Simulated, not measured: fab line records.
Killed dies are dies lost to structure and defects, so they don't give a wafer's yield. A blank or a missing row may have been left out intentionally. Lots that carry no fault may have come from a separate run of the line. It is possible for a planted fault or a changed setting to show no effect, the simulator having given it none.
fab line records | flow gf180mcu
record: lots: 10 | wafers: 30 | last_day: 31
route steps=602 shown MVSD@76 VT_IMPLANT@109 NWELL@137 POLY_GATE@158
lots that met no fault: from a run of the same line without faults
start_h: hours from the record's first day to the start of the lot's first wafer shown | wait_h: time in hours since the lot's previous step | " same as the row above | L1.1+2: several wafers, shown together as one row | - value missing, or start not given | * or withheld: withheld | < > ~ a bound
route shown NAME@n: a module of which the file shows steps, and the number in the route of the first | usual: average and standard deviation across the fault-free wafers | same: alike in all rows | chamber/n: place in a boat | sites: the reading at each site | _std_site: the standard deviation of these | _edge_site: inner sites' mean taken away from outer sites' mean | radius_mm: how far each site lies from the wafer's centre | mask NAME#n: copy n | behind: tool/chamber where the wafer was last shaped | hold: reason for holding the lot/hours on hold/outcome of the hold | device: whichever transistor did not switch (one of n, p or np) | end of line: the tests these same wafers got at the end of their route | a step given without rows: its recipe and nothing more | killed: the dies lost at the first sort to structure and to defects; this is not the yield of the wafer | map: dies across one wafer; x = killed, . = not, _ = none there
set.NAME: the setting the step ran with; set.NAME@STEP: the setting that earlier step ran with | model.NAME: the simulator's own value behind a step, which no gauge read
steps of the route over a sample of lots; a table a step, a row a wafer
services: the hour from which a tool's chamber was out of use, counted from the record's first day as start_h (under 0 if before that day), plus the number of hours and why
== steps ==
step: GF_MVSD_STRIP_10
recipe: chemistry: O2/N2 | power_w: 1400 | pressure_mtorr: 1500 | platen_temp_c: 250 | o2_flow_sccm: 3000 | n2_flow_sccm: 300 | overash_fraction: 0.5
usual: drypump_motor_current_A: 5.8/0.37 | heater_power_w: 309/29 | oes_product_au: 0.722/0.0044 | strip_time_to_endpoint_s: 37.04/0.086
lot.wafer | tool            | chamber | start_h | wait_h | drypump_motor_current_A | heater_power_w | oes_product_au | rf_hours_counter_h | strip_time_to_endpoint_s
L686.1    | plasma_asher-01 | 1       | 83.84   | 0.1    | 6.4                     | 338            | 0.721          | 29                 | 37.00
L686.4    | "               | 0       | "       | "      | 5.5                     | 332            | 0.722          | -                  | 37.04
L686.5    | "               | 0       | "       | "      | 5.5                     | 320            | 0.721          | -                  | 37.07
L687.3    | plasma_asher-04 | 1       | 88.00   | 0.1    | 5.1                     | 263            | 0.724          | -                  | 37.02
L687.5    | "               | 0       | "       | "      | 5.7                     | 329            | 0.718          | -                  | 37.15
L687.6    | "               | 1       | "       | "      | 5.1                     | 259            | 0.731          | -                  | 37.11
L688.2    | plasma_asher-03 | 0       | 92.45   | 0.1    | 5.9                     | 313            | 0.718          | 43                 | 37.09
L688.4    | "               | 1       | "       | "      | 6.0                     | 277            | 0.719          | -                  | 37.11
L688.5    | "               | 0       | "       | "      | 5.9                     | 317            | 0.728          | -                  | 37.04
L689.1    | plasma_asher-01 | 0       | 99.10   | 0.1    | 5.5                     | 333            | 0.720          | 31                 | 37.08
L689.2    | "               | 1       | "       | "      | 6.3                     | 339            | 0.728          | 31                 | 37.05
L689.4    | "               | 1       | "       | "      | 6.3                     | 346            | 0.712          | -                  | 36.94
L690.1    | plasma_asher-03 | 1       | 109.34  | 0.1    | 6.0                     | 277            | 0.723          | 44                 | 37.02
L690.2    | "               | 0       | "       | "      | 6.0                     | 305            | 0.724          | 44                 | 37.16
L690.4    | "               | 0       | "       | "      | 6.0                     | 315            | 0.725          | -                  | 37.14
L691.1    | plasma_asher-01 | 1       | 110.64  | 0.1    | 6.4                     | 333            | 0.718          | 32                 | 36.95
L691.2    | "               | 0       | "       | "      | 5.5                     | 325            | 0.722          | 32                 | 37.05
L691.4    | "               | 0       | "       | "      | 5.5                     | 325            | 0.718          | -                  | 37.04
L692.2    | plasma_asher-03 | 1       | 117.34  | 0.1    | 6.0                     | 271            | 0.721          | 45                 | 36.87
L692.5    | "               | 1       | "       | "      | 6.0                     | 277            | 0.723          | -                  | 36.88
L692.6    | "               | 0       | "       | "      | 5.9                     | 311            | 0.721          | -                  | 37.08
L693.1    | plasma_asher-03 | 0       | 121.64  | 0.1    | 5.9                     | 316            | 0.716          | 46                 | 37.17
L693.4    | "               | 1       | "       | "      | 6.0                     | 278            | 0.724          | -                  | 37.04
L693.6    | "               | 0       | "       | "      | 5.9                     | 310            | 0.715          | -                  | 37.06
L694.1    | plasma_asher-01 | 1       | 127.09  | 0.1    | 6.4                     | 339            | 0.727          | 34                 | 36.99
L694.4    | "               | 0       | "       | "      | 5.5                     | 322            | 0.729          | -                  | 36.97
L694.5    | "               | 0       | "       | "      | 5.5                     | 320            | 0.723          | -                  | 36.98
L695.1    | plasma_asher-03 | 0       | 134.34  | 0.1    | 5.9                     | 312            | 0.728          | 47                 | 37.14
L695.2    | "               | 1       | "       | "      | 6.0                     | 288            | 0.719          | 47                 | 37.05
L695.4    | "               | 1       | "       | "      | 6.0                     | 282            | 0.725          | -                  | 37.09
step: GF_VT_IMPLANT_IMPLANT_19
recipe: species: As | energy_kev: 100 | dose_cm2: 4.35e+12 | tilt_deg: 7
usual: beam_energy_keV: 100.00/0.029 | implant_ion_amu: 75/0
lot.wafer | tool         | chamber | start_h | wait_h | beam_energy_keV | implant_ion_amu
L686.1    | implanter-02 | 0       | 126.81  | 0.0    | 100.00          | 75
L686.4    | "            | 0       | "       | "      | 99.987          | 75
L686.5    | "            | 0       | "       | "      | 99.947          | 75
L687.3    | implanter-04 | 0       | 130.76  | 0.1    | 100.05          | 75
L687.5    | "            | 0       | "       | "      | 100.04          | 75
L687.6    | "            | 0       | "       | "      | 100.04          | 75
L688.2    | implanter-02 | 0       | 136.23  | 0.0    | 100.01          | 75
L688.4    | "            | 0       | "       | "      | 100.03          | 75
L688.5    | "            | 0       | "       | "      | 100.01          | 75
L689.1    | implanter-03 | 0       | 143.49  | 0.0    | 99.990          | 75
L689.2    | "            | 0       | "       | "      | 99.984          | 75
L689.4    | "            | 0       | "       | "      | 99.970          | 75
L690.1    | implanter-02 | 0       | 155.21  | 0.0    | 99.986          | 75
L690.2    | "            | 0       | "       | "      | 99.976          | 75
L690.4    | "            | 0       | "       | "      | 99.982          | 75
L691.1    | implanter-04 | 0       | 156.11  | 0.0    | 100.02          | 75
L691.2    | "            | 0       | "       | "      | 100.03          | 75
L691.4    | "            | 0       | "       | "      | 100.04          | 75
L692.2    | implanter-04 | 0       | 164.44  | 0.0    | 100.05          | 31
L692.5    | "            | 0       | "       | "      | 99.987          | 31
L692.6    | "            | 0       | "       | "      | 100.01          | 31
L693.1    | implanter-04 | 0       | 168.86  | 0.0    | 100.000         | 31
L693.4    | "            | 0       | "       | "      | 100.01          | 31
L693.6    | "            | 0       | "       | "      | 100.00          | 31
L694.1    | implanter-03 | 0       | 174.44  | 0.0    | 99.972          | 31
L694.4    | "            | 0       | "       | "      | 100.01          | 31
L694.5    | "            | 0       | "       | "      | 99.936          | 31
L695.1    | implanter-04 | 0       | 182.21  | 0.0    | 99.985          | 31
L695.2    | "            | 0       | "       | "      | 99.933          | 31
L695.4    | "            | 0       | "       | "      | 99.987          | 31
step: GF_VT_IMPLANT_TW_MEAS_21
usual: VT_IMPLANT_2_TW: 1218/12
lot.wafer | tool          | chamber | start_h | wait_h | VT_IMPLANT_2_TW
L686.1    | film_metro-01 | -       | 127.06  | 0.1    | 1193
L686.4    | "             | -       | "       | "      | 1194
L686.5    | "             | -       | "       | "      | 1197
L687.3    | film_metro-04 | -       | 130.98  | 0.1    | 1223
L687.5    | "             | -       | "       | "      | 1226
L687.6    | "             | -       | "       | "      | 1229
L688.2    | film_metro-03 | -       | 136.47  | 0.1    | 1226
L688.4    | "             | -       | "       | "      | 1215
L688.5    | "             | -       | "       | "      | 1224
L689.1    | film_metro-04 | -       | 143.74  | 0.1    | 1231
L689.2    | "             | -       | "       | "      | 1226
L689.4    | "             | -       | "       | "      | 1221
L690.1    | film_metro-03 | -       | 155.46  | 0.1    | 1230
L690.2    | "             | -       | "       | "      | 1232
L690.4    | "             | -       | "       | "      | 1230
L691.1    | film_metro-04 | -       | 156.36  | 0.1    | 1223
L691.2    | "             | -       | "       | "      | 1222
L691.4    | "             | -       | "       | "      | 1223
L692.2    | film_metro-01 | -       | 164.67  | 0.1    | 868
L692.5    | "             | -       | "       | "      | 865
L692.6    | "             | -       | "       | "      | 870
L693.1    | film_metro-04 | -       | 169.11  | 0.1    | 885
L693.4    | "             | -       | "       | "      | 892
L693.6    | "             | -       | "       | "      | 889
L694.1    | film_metro-04 | -       | 174.69  | 0.1    | 887
L694.4    | "             | -       | "       | "      | 886
L694.5    | "             | -       | "       | "      | 891
L695.1    | film_metro-01 | -       | 182.46  | 0.1    | 867
L695.2    | "             | -       | "       | "      | 871
L695.4    | "             | -       | "       | "      | 869
step: GF_VT_IMPLANT_RS_MEAS_47
recipe: thk_meas_gauge: four-point-probe
usual: NWELL_RS: 487.0/1.4
lot.wafer | tool          | chamber | start_h | wait_h | NWELL_RS[ohm/sq]
L686.1    | film_metro-01 | -       | 157.63  | 0.1    | 488.5
L686.4    | "             | -       | "       | "      | 487.7
L686.5    | "             | -       | "       | "      | 488.6
L687.3    | film_metro-02 | -       | 162.88  | 0.1    | 488.4
L687.5    | "             | -       | "       | "      | 487.7
L687.6    | "             | -       | "       | "      | 487.7
L688.2    | film_metro-04 | -       | 168.34  | 0.1    | 484.0
L688.4    | "             | -       | "       | "      | 485.2
L688.5    | "             | -       | "       | "      | 485.4
L689.1    | film_metro-04 | -       | 175.64  | 0.1    | 485.1
L689.2    | "             | -       | "       | "      | 486.2
L689.4    | "             | -       | "       | "      | 484.1
L690.1    | film_metro-02 | -       | 187.93  | 0.1    | 486.0
L690.2    | "             | -       | "       | "      | 486.8
L690.4    | "             | -       | "       | "      | 487.3
L691.1    | film_metro-02 | -       | 189.89  | 0.1    | 488.5
L691.2    | "             | -       | "       | "      | 487.8
L691.4    | "             | -       | "       | "      | 488.4
L692.2    | film_metro-02 | -       | 198.84  | 0.1    | 486.0
L692.5    | "             | -       | "       | "      | 487.3
L692.6    | "             | -       | "       | "      | 487.2
L693.1    | film_metro-04 | -       | 202.37  | 0.1    | 485.8
L693.4    | "             | -       | "       | "      | 486.1
L693.6    | "             | -       | "       | "      | 486.2
L694.1    | film_metro-04 | -       | 209.57  | 0.1    | 486.7
L694.4    | "             | -       | "       | "      | 487.2
L694.5    | "             | -       | "       | "      | 488.3
L695.1    | film_metro-01 | -       | 218.04  | 0.1    | 485.4
L695.2    | "             | -       | "       | "      | 485.5
L695.4    | "             | -       | "       | "      | 487.7
step: GF_POLY_GATE_THK_MEAS_01
recipe: reads: poly-Si_of_POLY_GATE_CVD_00
usual: POLY_GATE_CVD_00_THK: 199.9/1.8
lot.wafer | tool          | chamber | start_h | wait_h | POLY_GATE_CVD_00_THK[nm]
L686.1    | film_metro-04 | -       | 180.24  | 0.0    | 200.6
L686.4    | "             | -       | "       | "      | 198.1
L686.5    | "             | -       | "       | "      | 198.3
L687.3    | film_metro-02 | -       | 185.74  | 0.0    | 197.3
L687.5    | "             | -       | "       | "      | 200.0
L687.6    | "             | -       | "       | "      | 196.5
L688.2    | film_metro-04 | -       | 189.92  | 0.0    | 198.7
L688.4    | "             | -       | "       | "      | 199.0
L688.5    | "             | -       | "       | "      | 198.5
L689.1    | film_metro-02 | -       | 200.17  | 0.0    | 198.8
L689.2    | "             | -       | "       | "      | 198.0
L689.4    | "             | -       | "       | "      | 198.8
L690.1    | film_metro-03 | -       | 210.88  | 0.0    | 201.8
L690.2    | "             | -       | "       | "      | 202.6
L690.4    | "             | -       | "       | "      | 200.3
L691.1    | film_metro-04 | -       | 212.21  | 0.0    | 201.8
L691.2    | "             | -       | "       | "      | 202.0
L691.4    | "             | -       | "       | "      | 200.9
L693.1    | film_metro-02 | -       | 226.50  | 0.0    | 198.4
L693.4    | "             | -       | "       | "      | 196.4
L693.6    | "             | -       | "       | "      | 198.0
L692.2    | film_metro-03 | -       | 226.51  | 0.0    | 201.3
L692.5    | "             | -       | "       | "      | 201.6
L692.6    | "             | -       | "       | "      | 201.7
L694.1    | film_metro-03 | -       | 234.66  | 0.0    | 200.6
L694.4    | "             | -       | "       | "      | 200.9
L694.5    | "             | -       | "       | "      | 200.9
L695.1    | film_metro-04 | -       | 245.54  | 0.0    | 197.4
L695.2    | "             | -       | "       | "      | 198.9
L695.4    | "             | -       | "       | "      | 199.8
== services ==
tool            | chamber | start_h | hours | kind
implanter-03    | -       | 64.14   | 2.3   | repair
plasma_asher-01 | -       | 85.72   | 2.6   | repair
plasma_asher-01 | -       | 96.79   | 0.7   | repair
plasma_asher-04 | -       | 97.65   | 2.1   | repair
implanter-04    | -       | 99.61   | 1.1   | repair
plasma_asher-04 | -       | 108.75  | 9.0   | pm
plasma_asher-04 | 0       | 108.75  | 9.0   | vent_cycle
plasma_asher-04 | 1       | 108.75  | 9.0   | vent_cycle
implanter-02    | -       | 110.91  | 3.2   | repair
plasma_asher-04 | 0       | 117.75  | -     | clean
plasma_asher-04 | 1       | 117.75  | -     | clean
plasma_asher-04 | -       | 118.84  | 0.4   | repair
implanter-04    | -       | 138.29  | 2.3   | repair
implanter-03    | -       | 151.93  | 2.2   | repair
plasma_asher-03 | -       | 167.27  | 14.6  | pm
implanter-04    | -       | 171.97  | 2.8   | repair
== key ==
first_sign: step: GF_VT_IMPLANT_IMPLANT_19 | reading: implant_ion_amu | direction: down | sigmas: 99+ | usual: 75 | struck: 31
effect: step: GF_VT_IMPLANT_TW_MEAS_21 | reading: VT_IMPLANT_2_TW | direction: down | sigmas: 28 | usual: 1218 | struck: 878
met_at GF_VT_IMPLANT_IMPLANT_19
struck_lots L692,L693,L694,L695
tester_left_out L692,L693,L694,L695
not_acting_at GF_MVSD_STRIP_10,GF_VT_IMPLANT_RS_MEAS_47,GF_POLY_GATE_THK_MEAS_01
onset_between 156.11 164.44
fault: kind: wrong_recipe_download | tool: implanter-02,implanter-03,implanter-04 | chamber: - | onset_h: 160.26 | steps: GF_VT_IMPLANT_IMPLANT_19 | wrong_recipe.not_listed: 1
tester_left_out: of these lots the tester's yield and bins aren't shown, on N5 and GAA mostly nor the transistor test; their killed dies are dies lost to structure and defects alone, not to doping, threshold or leakage, so they don't give the yield
